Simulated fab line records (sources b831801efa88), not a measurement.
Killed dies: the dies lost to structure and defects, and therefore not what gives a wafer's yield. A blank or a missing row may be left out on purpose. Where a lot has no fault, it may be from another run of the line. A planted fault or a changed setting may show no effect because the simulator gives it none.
fab line records | flow sky130
record: lots: 12 wafers: 33 last_day: 50
route steps=708 shown LI_CONTACT@381 LOCAL_INTERCONNECT@388 CONTACT@408 PAD_OPEN@708
lots with no fault: from the same line, run without faults
start_h: start of the lot's first displayed wafer, in hours after the record's first day | wait_h: hours since the lot's step before | " same as the row above | L1.1+2: a single row standing in for several wafers | - no value, or no start was given | * or withheld: withheld | < > ~ a bound
route shown NAME@n: names a module that has steps shown in the file, with the first one's number in the route | usual: average and standard deviation across the fault-free wafers | same: alike in all rows | chamber/n: place in a boat | sites: each site's reading | _std_site: how widely they spread, as a standard deviation | _edge_site: mean of outer sites minus mean of inner sites | radius_mm: how far each site lies from the wafer's centre | mask NAME#n: copy n | behind: the tool/chamber that last shaped the wafer | hold: reason for holding the lot/hours on hold/outcome of the hold | device: the n, p or np transistor that did not switch | end of line: the same wafers' tests at the end of the route | a step with no rows: only its recipe | killed: dies lost to structure and defects at the first sort, not the wafer's yield | map: a wafer's dies, marking killed ones x, the rest . and places with no die _
set.NAME: the setting that was run; set.NAME@STEP: the one run at that earlier step | model.NAME: the simulator's own value behind a step, which no gauge read
steps of the route over a sample of lots; a table a step, a row a wafer
services: from which hour (start_h, from the record's first day; less than 0 if before it) a tool's chamber was out of use, for how many hours, and why
== steps ==
step: SKY_LI_CONTACT_SPUTTER_19
recipe: material: Ti target_thk_nm: 20 chamber_pressure_pa: 5 power_w: 2500 substrate_temp_c: 200 time_s: 106.37
usual: throttle_valve_pct: 30.3/1.1
columns lot.wafer tool chamber start_h wait_h throttle_valve_pct
L980.4 pvd_sputter-04 - 684.56 0.0 31.3
L980.5 " - " " 29.0
L980.6 " - " " 30.9
L982.1 pvd_sputter-03 - 694.44 0.0 29.1
L982.3 " - " " 31.3
L982.6 " - " " 31.3
L983.1 pvd_sputter-02 - 718.46 0.0 29.3
L983.2 " - " " 31.6
L983.5 " - " " 28.6
L984.2 pvd_sputter-03 - 724.80 0.0 28.9
L984.3 " - " " 30.3
L984.6 " - " " 30.2
L986.1 pvd_sputter-03 - 740.46 0.0 29.6
L986.2 " - " " 30.2
L986.3 " - " " 29.2
L987.3 pvd_sputter-02 - 751.16 0.0 31.0
L987.4 " - " " 29.4
L987.5 " - " " 31.2
L988.1 pvd_sputter-04 - 753.10 0.0 31.9
L988.4 " - " " 29.0
L988.6 " - " " 31.1
L989.3 pvd_sputter-04 - 759.69 0.0 29.1
L989.4 " - " " 31.4
L989.6 " - " " 29.0
L994.2 pvd_sputter-02 - 791.71 0.0 31.3
L994.6 " - " " 29.3
L995.2 pvd_sputter-03 - 805.41 0.0 31.3
L995.4 " - " " 30.1
L996.4 pvd_sputter-04 - 811.91 0.0 32.2
L996.6 " - " " 29.2
L101.2 pvd_sputter-02 - 842.84 0.0 29.1
L101.4 " - " " 30.9
L101.6 " - " " 31.0
step: SKY_LI_CONTACT_RS_MEAS_22
recipe: thk_meas_gauge: four-point-probe reads: W_of_LI_CONTACT_CVD_21+TiN_of_LI_CONTACT_SPUTTER_20+Ti_of_LI_CONTACT_SPUTTER_19
usual: LI_CONTACT_W_RS: 0.286/0.0039
columns lot.wafer tool chamber start_h wait_h LI_CONTACT_W_RS[ohm/sq]
L980.4 film_metro-04 - 684.88 0.1 0.289
L980.5 " - " " 0.285
L980.6 " - " " 0.288
L982.1 film_metro-03 - 694.70 0.1 0.291
L982.3 " - " " 0.289
L982.6 " - " " 0.290
L983.1 film_metro-04 - 718.72 0.1 0.287
L983.2 " - " " 0.292
L983.5 " - " " 0.294
L984.2 film_metro-02 - 725.08 0.1 0.285
L984.3 " - " " 0.283
L984.6 " - " " 0.282
L986.1 film_metro-04 - 740.72 0.1 0.285
L986.2 " - " " 0.283
L986.3 " - " " 0.282
L987.3 film_metro-02 - 751.48 0.1 0.287
L987.4 " - " " 0.289
L987.5 " - " " 0.292
L988.1 film_metro-02 - 753.48 0.2 0.280
L988.4 " - " " 0.282
L988.6 " - " " 0.282
L989.3 film_metro-04 - 760.12 0.2 0.285
L989.4 " - " " 0.285
L989.6 " - " " 0.287
L994.2 film_metro-03 - 791.99 0.1 0.289
L994.6 " - " " 0.289
L995.2 film_metro-03 - 805.69 0.1 0.282
L995.4 " - " " 0.283
L996.4 film_metro-04 - 812.27 0.1 0.290
L996.6 " - " " 0.285
L101.2 film_metro-03 - 843.12 0.1 0.282
L101.4 " - " " 0.287
L101.6 " - " " 0.285
step: SKY_LOCAL_INTERCONNECT_RS_MEAS_01
recipe: thk_meas_gauge: four-point-probe reads: TiN_of_LOCAL_INTERCONNECT_SPUTTER_00
usual: LOCAL_INTERCONNECT_TIN_RS: 14.07/0.17
columns lot.wafer tool chamber start_h wait_h LOCAL_INTERCONNECT_TIN_RS[ohm/sq]
L980.4 film_metro-04 - 685.42 0.1 14.05
L980.5 " - " " 13.77
L980.6 " - " " 14.10
L982.1 film_metro-04 - 695.25 0.0 14.29
L982.3 " - " " 14.22
L982.6 " - " " 14.25
L983.1 film_metro-03 - 719.26 0.0 13.94
L983.2 " - " " 13.89
L983.5 " - " " 13.87
L984.2 film_metro-04 - 725.62 0.1 14.01
L984.3 " - " " 14.18
L984.6 " - " " 14.26
L986.1 film_metro-04 - 741.26 0.0 14.13
L986.2 " - " " 14.42
L986.3 " - " " 14.33
L987.3 film_metro-03 - 752.02 0.1 14.13
L987.4 " - " " 13.78
L987.5 " - " " 13.90
L988.1 film_metro-04 - 754.03 0.0 14.07
L988.4 " - " " 14.01
L988.6 " - " " 14.12
L989.3 film_metro-04 - 760.66 0.1 14.28
L989.4 " - " " 14.12
L989.6 " - " " 14.24
L994.2 film_metro-01 - 792.53 0.1 13.86
L994.6 " - " " 13.94
L995.2 film_metro-01 - 806.29 0.1 14.13
L995.4 " - " " 14.26
L996.4 film_metro-01 - 812.82 0.1 14.13
L996.6 " - " " 13.98
L101.2 film_metro-03 - 843.67 0.1 14.02
L101.4 " - " " 14.22
L101.6 " - " " 14.31
step: SKY_CONTACT_HDPCVD_02
recipe: material: SiO2 target_thk_nm: 565 sigma_open_frac: 0.3 time_s: 94.2 temp_c: 600 sih4_flow_sccm: 60 pressure_mtorr: 6
usual: run_length_s: 122.4/0.45 sih4_flow_sccm: 60.02/0.18
columns lot.wafer tool chamber start_h wait_h run_length_s sih4_flow_sccm
L980.4 hdpcvd-02 2 715.26 0.1 122.7 59.64
L980.5 " 0 " " 121.9 60.23
L980.6 " 1 " " 122.7 59.75
L982.1 hdpcvd-02 1 724.26 0.1 122.4 59.86
L982.3 " 2 " " 122.1 60.12
L982.6 " 2 " " 122.1 60.21
L983.1 hdpcvd-02 2 747.87 0.1 122.1 60.00
L983.2 " 0 " " 121.8 60.07
L983.5 " 1 " " 122.0 59.94
L984.2 hdpcvd-01 2 754.13 0.0 122.5 59.97
L984.3 " 0 " " 122.5 60.17
L984.6 " 0 " " 122.2 60.35
L986.1 hdpcvd-01 1 769.60 0.1 123.1 60.08
L986.2 " 2 " " 122.3 60.30
L986.3 " 0 " " 122.5 60.08
L987.3 hdpcvd-01 0 780.02 0.0 122.1 59.96
L987.4 " 1 " " 123.4 59.77
L987.5 " 0 " " 122.2 59.61
L988.1 hdpcvd-02 0 781.79 0.1 121.8 60.17
L988.4 " 1 " " 122.2 59.77
L988.6 " 2 " " 122.3 60.13
L989.3 hdpcvd-01 1 788.49 0.0 122.9 60.19
L989.4 " 1 " " 122.9 59.80
L989.6 " 2 " " 122.6 60.18
L994.2 hdpcvd-01 1 819.96 0.0 98.0 60.01
L994.6 " 1 " " 122.9 60.18
L995.2 hdpcvd-01 0 832.52 0.0 97.5 60.21
L995.4 " 0 " " 97.8 59.97
L996.4 hdpcvd-01 0 839.72 0.1 97.1 59.64
L996.6 " 1 " " 123.1 59.95
L101.2 hdpcvd-02 0 870.50 0.0 122.0 59.97
L101.4 " 2 " " 122.3 60.09
L101.6 " 0 " " 122.3 59.99
step: SKY_CONTACT_THK_MEAS_03
recipe: reads: SiO2_of_CONTACT_HDPCVD_02
usual: CONTACT_HDPCVD_THK: 563/9
columns lot.wafer tool chamber start_h wait_h hold CONTACT_HDPCVD_THK[nm]
L980.4 film_metro-02 - 715.33 0.0 - 572
L980.5 " - " " - 560
L980.6 " - " " - 562
L982.1 film_metro-01 - 724.33 0.0 - 562
L982.3 " - " " - 580
L982.6 " - " " - 574
L983.1 film_metro-01 - 747.94 0.0 - 575
L983.2 " - " " - 564
L983.5 " - " " - 569
L984.2 film_metro-02 - 754.21 0.0 - 551
L984.3 " - " " - 568
L984.6 " - " " - 565
L986.1 film_metro-04 - 769.67 0.0 - 562
L986.2 " - " " - 550
L986.3 " - " " - 566
L987.3 film_metro-01 - 780.11 0.1 - 558
L987.4 " - " " - 560
L987.5 " - " " - 562
L988.1 film_metro-04 - 781.85 0.0 - 569
L988.4 " - " " - 566
L988.6 " - " " - 579
L989.3 film_metro-04 - 788.57 0.1 - 564
L989.4 " - " " - 562
L989.6 " - " " - 561
L994.2 film_metro-02 - 820.04 0.0 await_dispo/0.2h/release 411
L994.6 " - " " await_dispo/0.2h/release 559
L994.2 film_metro-02 - 820.29 0.2 - 411
L994.6 " - " " - 558
L995.2 film_metro-04 - 832.60 0.0 await_dispo/0.2h/release 414
L995.4 " - " " await_dispo/0.2h/release 413
L995.2 film_metro-04 - 832.83 0.2 - 414
L995.4 " - " " - 413
L996.4 film_metro-01 - 839.79 0.0 await_dispo/0.2h/release 420
L996.6 " - " " await_dispo/0.2h/release 552
L996.4 film_metro-01 - 840.01 0.2 - 420
L996.6 " - " " - 551
L101.2 film_metro-01 - 870.58 0.0 - 561
L101.4 " - " " - 577
L101.6 " - " " - 561
step: SKY_CONTACT_CMP_04
recipe: material: SiO2 down_force_psi: 4 platen_rpm: 60 pad_velocity_m_s: 0.94248
usual: motor_current_A: 11.5/0.86 platen_rpm: 60.00/0.041 time_to_endpoint_s: 84/5.7
columns lot.wafer tool chamber start_h wait_h hold motor_current_A platen_rpm time_to_endpoint_s
L980.4 cmp-02 3 715.36 0.0 - 11.7 60.00 92
L980.5 " 3 " " - 11.5 59.95 89
L980.6 " 0 " " - 10.4 60.02 80
L982.1 cmp-01 2 724.49 0.1 - 11.0 60.01 89
L982.3 " 3 " " - 11.7 59.99 86
L982.6 " 0 " " - 13.1 59.97 87
L983.1 cmp-02 2 748.05 0.1 - 11.9 60.08 88
L983.2 " 0 " " - 10.3 59.97 83
L983.5 " 2 " " - 11.9 60.01 90
L984.3 cmp-01 3 754.36 0.1 - 12.1 59.96 84
L984.2 " 0 " " - 12.7 59.91 78
L984.6 " 1 " " - 10.1 60.00 86
L986.2 cmp-01 3 769.73 0.0 - 12.3 60.00 77
L986.3 " 0 " " - 12.4 60.03 83
L986.1 " 1 " " - 10.4 60.03 84
L987.4 cmp-01 1 780.25 0.1 - 10.3 59.97 81
L987.3 " 2 " " - 10.8 60.01 83
L987.5 " 0 " " - 12.7 59.95 79
L988.4 cmp-02 3 781.96 0.1 - 11.7 60.00 88
L988.1 " 1 " " - 11.6 60.08 90
L988.6 " 3 " " - 11.6 59.98 92
L989.4 cmp-01 0 788.66 0.1 - 12.5 59.98 79
L989.3 " 1 " " - 10.6 59.95 79
L989.6 " 3 " " - 12.1 60.02 80
L994.2 cmp-02 0 827.31 7.0 await_dispo/6.9h/release 10.6 60.00 26
L994.6 " 0 " " await_dispo/6.9h/release 10.4 59.95 77
L996.4 cmp-01 2 840.84 0.8 await_dispo/0.7h/release 10.6 59.99 34
L996.6 " 1 " " await_dispo/0.7h/release 10.5 60.01 81
L995.4 cmp-02 3 842.78 9.9 await_dispo/9.8h/release 11.9 60.06 31
L995.2 " 2 " " await_dispo/9.8h/release 12.4 60.04 27
L101.2 cmp-02 0 870.68 0.1 - 10.9 60.01 77
L101.4 " 2 " " - 12.1 60.00 91
L101.6 " 3 " " - 11.8 60.03 87
step: SKY_PAD_OPEN_PROBE_99
usual: killed_at_M0_to_M3: 42/6.1 killed_at_M4_up: 3.4/2 killed_at_contacts: 23/4.8 killed_at_front_end: 15/3.8 killed_at_other: 0.3/0.48 killed_dies: 84/8.5 killed_on_rim: 16/3.9 killed_open: 46/6.8 killed_short: 38/6.2
same: gross_dies: 492 killed_at_back_side: 0
columns lot.wafer tool chamber start_h wait_h hold killed_at_M0_to_M3 killed_at_M4_up killed_at_contacts killed_at_front_end killed_at_other killed_dies killed_on_rim killed_open killed_short
L980.4 prober-02 - 1083.79 0.2 - 38 3 25 14 0 80 15 55 25
L980.5 prober-02 - 1083.84 0.2 - 55 3 21 20 0 99 19 51 48
L980.6 prober-02 - 1083.89 0.2 - 34 5 26 16 0 81 19 45 36
L982.1 prober-02 - 1089.89 0.1 - 33 1 29 21 0 84 15 54 30
L982.3 prober-02 - 1089.99 0.2 - 51 5 23 17 2 98 17 54 44
L982.6 prober-02 - 1090.14 0.2 - 37 6 18 17 0 78 20 39 39
L983.1 prober-01 - 1110.54 0.1 - 47 6 22 22 1 98 28 59 39
L983.2 prober-01 - 1110.59 0.1 - 45 3 27 18 1 94 15 56 38
L983.5 prober-01 - 1110.74 0.2 - 49 3 19 14 0 85 19 40 45
L984.2 prober-02 - 1112.09 0.1 - 43 3 27 14 0 87 13 52 35
L984.3 prober-02 - 1112.14 0.2 - 39 4 26 13 0 82 20 50 32
L984.6 prober-02 - 1112.29 0.2 - 48 3 25 13 0 89 18 48 41
L986.1 prober-02 - 1125.09 0.1 - 42 4 15 13 0 74 13 43 31
L986.2 prober-02 - 1125.14 0.1 - 48 5 28 17 0 98 12 47 51
L986.3 prober-02 - 1125.19 0.2 - 32 3 24 12 0 71 10 46 25
L987.3 prober-01 - 1132.09 0.2 - 36 3 35 13 0 87 15 40 45
L987.4 prober-01 - 1132.14 0.2 - 40 4 20 12 1 77 17 40 35
L987.5 prober-01 - 1132.19 0.2 - 49 2 36 19 0 106 19 56 49
L988.1 prober-02 - 1133.61 0.1 - 52 0 23 12 1 88 13 48 40
L988.4 prober-02 - 1133.76 0.2 - 44 6 18 8 0 76 18 45 31
L988.6 prober-02 - 1133.86 0.2 - 34 2 17 10 0 63 11 29 34
L989.3 prober-01 - 1140.69 0.2 - 41 3 23 19 0 86 9 47 39
L989.4 prober-01 - 1140.74 0.2 - 35 1 24 16 0 76 17 44 32
L989.6 prober-01 - 1140.84 0.2 - 47 4 18 16 0 85 18 51 34
L994.2 prober-02 - 1162.67 0.1 await_dispo/3.8h/release 34 0 20 12 1 67 18 30 37
L994.6 prober-02 - 1162.87 0.2 await_dispo/3.8h/release 40 3 31 18 1 93 20 58 34
L996.4 prober-02 - 1172.97 0.2 await_dispo/3.3h/release 47 4 20 13 0 84 15 44 40
L996.6 prober-02 - 1173.07 0.2 await_dispo/3.3h/release 40 4 24 19 0 87 12 47 40
L101.2 prober-02 - 1194.38 0.1 - 46 2 26 20 0 94 17 42 51
L101.4 prober-02 - 1194.48 0.2 - 37 3 31 11 0 82 15 43 39
L101.6 prober-02 - 1194.58 0.2 - 38 2 21 14 0 75 12 38 37
killed by level:class
L980.4 CONTACT:geometric_particle:open=13 VIA1:geometric_particle:open=13 LI_CONTACT:geometric_particle:open=8 VIA3:geometric_particle:open=6 POLY_GATE:geometric_particle:open=5 VIA1:geometric_particle:short=4 METAL2:geometric_particle:short=4 POLY_GATE:geometric_particle:short=3
L980.5 VIA1:geometric_particle:open=12 CONTACT:geometric_particle:open=8 POLY_GATE:geometric_particle:short=6 METAL1:geometric_particle:short=6 METAL2:geometric_particle:short=6 VIA3:geometric_particle:open=6 POLY_GATE:geometric_particle:open=5 LI_CONTACT:geometric_particle:open=5
L980.6 CONTACT:geometric_particle:open=11 VIA1:geometric_particle:open=10 LI_CONTACT:geometric_particle:open=7 FIELD_ISO:geometric_particle:short=6 VIA2:geometric_particle:open=6 VIA1:geometric_particle:short=5 METAL4:geometric_particle:short=5 CONTACT:geometric_particle:short=4
L982.1 CONTACT:geometric_particle:open=17 VIA1:geometric_particle:open=8 FIELD_ISO:geometric_particle:open=7 FIELD_ISO:geometric_particle:short=5 POLY_GATE:geometric_particle:short=5 VIA3:geometric_particle:open=5 LI_CONTACT:geometric_particle:open=4 VIA1:geometric_particle:short=4
L982.3 CONTACT:geometric_particle:open=12 METAL2:geometric_particle:short=10 VIA1:geometric_particle:open=9 VIA2:geometric_particle:open=6 VIA2:geometric_particle:short=6 FIELD_ISO:geometric_particle:short=5 FIELD_ISO:geometric_particle:open=5 LI_CONTACT:geometric_particle:open=5
L982.6 LI_CONTACT:geometric_particle:open=8 CONTACT:geometric_particle:open=8 METAL3:geometric_particle:short=6 VIA1:geometric_particle:open=6 POLY_GATE:geometric_particle:short=5 METAL1:geometric_particle:short=5 FIELD_ISO:geometric_particle:short=4 FIELD_ISO:geometric_particle:open=4
L983.1 CONTACT:geometric_particle:open=12 VIA1:geometric_particle:open=10 FIELD_ISO:geometric_particle:open=7 VIA3:geometric_particle:open=7 VIA1:geometric_particle:short=7 FIELD_ISO:geometric_particle:short=6 METAL1:geometric_particle:short=5 VIA2:geometric_particle:open=5
L983.2 CONTACT:geometric_particle:open=12 VIA1:geometric_particle:open=10 METAL2:geometric_particle:short=8 LI_CONTACT:geometric_particle:open=7 VIA2:geometric_particle:open=7 FIELD_ISO:geometric_particle:short=5 VIA3:geometric_particle:open=5 FIELD_ISO:geometric_particle:open=4
L983.5 CONTACT:geometric_particle:open=11 VIA2:geometric_particle:open=8 FIELD_ISO:geometric_particle:short=7 METAL2:geometric_particle:short=7 METAL1:geometric_particle:short=6 VIA1:geometric_particle:short=5 VIA3:geometric_particle:open=5 FIELD_ISO:geometric_particle:open=4
L984.2 VIA1:geometric_particle:open=13 CONTACT:geometric_particle:open=11 LI_CONTACT:geometric_particle:open=7 VIA3:geometric_particle:open=7 POLY_GATE:geometric_particle:short=6 METAL1:geometric_particle:short=5 FIELD_ISO:geometric_particle:short=4 CONTACT:geometric_particle:short=4
L984.3 CONTACT:geometric_particle:open=11 VIA1:geometric_particle:open=11 LI_CONTACT:geometric_particle:open=6 VIA2:geometric_particle:open=6 LOCAL_INTERCONNECT:geometric_particle:short=5 FIELD_ISO:geometric_particle:open=3 FIELD_ISO:geometric_particle:short=3 POLY_GATE:geometric_particle:open=3
L984.6 CONTACT:geometric_particle:open=9 METAL1:geometric_particle:short=7 VIA2:geometric_particle:open=7 FIELD_ISO:geometric_particle:open=6 VIA3:geometric_particle:open=6 VIA1:geometric_particle:open=5 LI_CONTACT:geometric_particle:short=5 CONTACT:geometric_particle:short=5
L986.1 VIA1:geometric_particle:open=10 CONTACT:geometric_particle:open=8 METAL1:geometric_particle:short=8 VIA2:geometric_particle:open=8 FIELD_ISO:geometric_particle:open=6 VIA2:geometric_particle:short=4 POLY_GATE:geometric_particle:open=3 LI_CONTACT:geometric_particle:open=3
L986.2 CONTACT:geometric_particle:open=9 METAL1:geometric_particle:short=9 VIA1:geometric_particle:open=9 METAL2:geometric_particle:short=7 CONTACT:geometric_particle:short=6 FIELD_ISO:geometric_particle:short=5 VIA3:geometric_particle:open=5 LI_CONTACT:geometric_particle:open=5
L986.3 VIA1:geometric_particle:open=9 LI_CONTACT:geometric_particle:open=8 VIA2:geometric_particle:open=6 VIA3:geometric_particle:open=6 CONTACT:geometric_particle:open=5 CONTACT:geometric_particle:short=5 POLY_GATE:geometric_particle:open=4 METAL1:geometric_particle:short=4
L987.3 CONTACT:geometric_particle:open=17 LOCAL_INTERCONNECT:geometric_particle:short=8 METAL2:geometric_particle:short=7 VIA1:geometric_particle:short=6 VIA1:geometric_particle:open=6 FIELD_ISO:geometric_particle:short=5 VIA2:geometric_particle:open=4 LI_CONTACT:geometric_particle:open=3
L987.4 VIA3:geometric_particle:open=8 CONTACT:geometric_particle:open=7 METAL2:geometric_particle:short=7 VIA1:geometric_particle:open=6 POLY_GATE:geometric_particle:open=6 VIA2:geometric_particle:open=5 LI_CONTACT:geometric_particle:open=4 LOCAL_INTERCONNECT:geometric_particle:short=4
L987.5 CONTACT:geometric_particle:open=14 VIA1:geometric_particle:open=10 METAL2:geometric_particle:short=9 CONTACT:geometric_particle:short=8 LI_CONTACT:geometric_particle:open=7 VIA1:geometric_particle:short=7 FIELD_ISO:geometric_particle:short=6 METAL1:geometric_particle:short=6
L988.1 VIA1:geometric_particle:open=15 VIA2:geometric_particle:open=9 METAL1:geometric_particle:short=7 CONTACT:geometric_particle:short=6 METAL2:geometric_particle:short=6 VIA3:geometric_particle:open=6 FIELD_ISO:geometric_particle:short=5 CONTACT:geometric_particle:open=5
L988.4 VIA1:geometric_particle:open=12 CONTACT:geometric_particle:open=8 VIA3:geometric_particle:open=7 POLY_GATE:geometric_particle:open=5 METAL1:geometric_particle:short=5 VIA2:geometric_particle:short=4 VIA2:geometric_particle:open=4 METAL4:geometric_particle:short=4
L988.6 VIA1:geometric_particle:open=13 CONTACT:geometric_particle:open=5 METAL2:geometric_particle:short=5 LOCAL_INTERCONNECT:geometric_particle:short=4 POLY_GATE:geometric_particle:short=3 LI_CONTACT:geometric_particle:open=3 CONTACT:geometric_particle:short=3 VIA2:geometric_particle:short=3
L989.3 CONTACT:geometric_particle:open=10 FIELD_ISO:geometric_particle:open=7 VIA1:geometric_particle:open=7 CONTACT:geometric_particle:short=6 VIA2:geometric_particle:open=6 VIA3:geometric_particle:open=5 FIELD_ISO:geometric_particle:short=4 LI_CONTACT:geometric_particle:short=4
L989.4 VIA1:geometric_particle:open=8 CONTACT:geometric_particle:open=7 FIELD_ISO:geometric_particle:short=6 LI_CONTACT:geometric_particle:open=6 VIA3:geometric_particle:open=6 METAL1:geometric_particle:short=6 VIA2:geometric_particle:open=6 FIELD_ISO:geometric_particle:open=4
L989.6 VIA1:geometric_particle:open=12 FIELD_ISO:geometric_particle:open=8 VIA2:geometric_particle:open=7 LI_CONTACT:geometric_particle:open=6 CONTACT:geometric_particle:open=6 METAL2:geometric_particle:short=6 VIA3:geometric_particle:open=6 METAL1:geometric_particle:short=5
L994.2 CONTACT:geometric_particle:open=6 VIA3:geometric_particle:open=6 VIA2:geometric_particle:open=5 FIELD_ISO:geometric_particle:short=4 CONTACT:geometric_particle:short=4 POLY_GATE:geometric_particle:open=4 LI_CONTACT:geometric_particle:short=4 METAL2:geometric_particle:short=4
L994.6 CONTACT:geometric_particle:open=15 VIA3:geometric_particle:open=9 VIA1:geometric_particle:open=6 VIA2:geometric_particle:open=6 FIELD_ISO:geometric_particle:open=5 LOCAL_INTERCONNECT:geometric_particle:short=5 METAL1:geometric_particle:short=5 LI_CONTACT:geometric_particle:open=4
L996.4 VIA1:geometric_particle:open=14 CONTACT:geometric_particle:open=7 VIA3:geometric_particle:open=7 VIA3:geometric_particle:short=6 FIELD_ISO:geometric_particle:short=5 METAL1:geometric_particle:short=5 LI_CONTACT:geometric_particle:short=4 CONTACT:geometric_particle:short=4
L996.6 CONTACT:geometric_particle:open=12 VIA1:geometric_particle:open=8 CONTACT:geometric_particle:short=7 SPACER:geometric_particle:open=5 METAL1:geometric_particle:short=5 VIA2:geometric_particle:open=5 VIA3:geometric_particle:open=5 POLY_GATE:geometric_particle:short=4
L101.2 CONTACT:geometric_particle:short=9 METAL2:geometric_particle:short=9 METAL1:geometric_particle:short=8 CONTACT:geometric_particle:open=7 VIA1:geometric_particle:open=7 POLY_GATE:geometric_particle:short=5 LI_CONTACT:geometric_particle:open=5 VIA2:geometric_particle:open=5
L101.4 METAL1:geometric_particle:short=12 LI_CONTACT:geometric_particle:open=10 CONTACT:geometric_particle:short=7 CONTACT:geometric_particle:open=7 VIA2:geometric_particle:open=6 VIA3:geometric_particle:open=6 FIELD_ISO:geometric_particle:open=4 LOCAL_INTERCONNECT:geometric_particle:short=4
L101.6 CONTACT:geometric_particle:open=7 VIA1:geometric_particle:open=6 METAL1:geometric_particle:short=5 LOCAL_INTERCONNECT:geometric_particle:short=5 VIA2:geometric_particle:open=5 FIELD_ISO:geometric_particle:short=4 FIELD_ISO:geometric_particle:open=4 VIA3:geometric_particle:short=4
== services ==
columns tool chamber start_h hours kind
hdpcvd-01 0 665.75 - clean
hdpcvd-01 1 665.75 - clean
hdpcvd-01 2 665.75 - clean
hdpcvd-02 - 665.97 0.4 repair
cmp-02 - 671.85 1.3 repair
pvd_sputter-03 - 683.21 9.1 repair
cmp-01 - 689.83 3.4 pm
pvd_sputter-02 - 696.34 2.9 repair
pvd_sputter-02 - 706.88 6.1 repair
cmp-01 - 714.32 6.7 pm
pvd_sputter-04 - 717.29 2.5 repair
cmp-01 - 721.88 2.1 repair
pvd_sputter-03 - 727.53 9.2 repair
cmp-02 - 744.00 4.0 pm
cmp-02 - 748.00 - consumable_replace:conditioner
cmp-01 - 754.79 1.3 repair
pvd_sputter-04 - 785.26 3.4 repair
cmp-02 - 790.68 0.4 repair
cmp-01 - 802.97 4.3 repair
pvd_sputter-04 - 815.04 4.4 repair
cmp-02 - 815.23 2.9 pm
cmp-02 - 844.32 3.1 repair
cmp-01 - 853.38 0.8 repair
cmp-01 - 860.90 0.3 repair
== key ==
first_sign: step: SKY_CONTACT_HDPCVD_02 reading: run_length_s direction: down sigmas: 56 usual: * struck: *
effect: step: SKY_CONTACT_THK_MEAS_03 reading: visit direction: added
effect: step: SKY_CONTACT_THK_MEAS_03 reading: CONTACT_HDPCVD_THK direction: down sigmas: 16 usual: 563 struck: 414
effect: step: SKY_CONTACT_CMP_04 reading: time_to_endpoint_s direction: down sigmas: 9.7 usual: * struck: *
effect: step: SKY_PAD_OPEN_PROBE_99 reading: hold direction: added
met_at SKY_CONTACT_HDPCVD_02
struck_lots L994,L995,L996
struck_wafers L994.2,L995.2,L995.4,L996.4
sort_left_out L995.2,L995.4
tester_left_out L994,L995,L996
not_acting_at SKY_LI_CONTACT_SPUTTER_19,SKY_LI_CONTACT_RS_MEAS_22,SKY_LOCAL_INTERCONNECT_RS_MEAS_01
onset_between 788.49 819.96
fault: kind: process_parameter_drift tool: hdpcvd-01 chamber: - onset_h: 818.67 steps: SKY_CONTACT_HDPCVD_02 channel: time_s offset: * shape: step end_h: 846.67 scope: struck_wafers_only acts_in: * stated: *
tester_left_out: of these lots the tester's yield and bins aren't shown, on N5 and GAA mostly nor the transistor test; their killed dies are dies lost to structure and defects alone, not to doping, threshold or leakage, so they don't give the yield
sort_left_out: the simulated sort isn't trusted on such a fault, so these wafers' sort isn't shown, and their yield isn't known
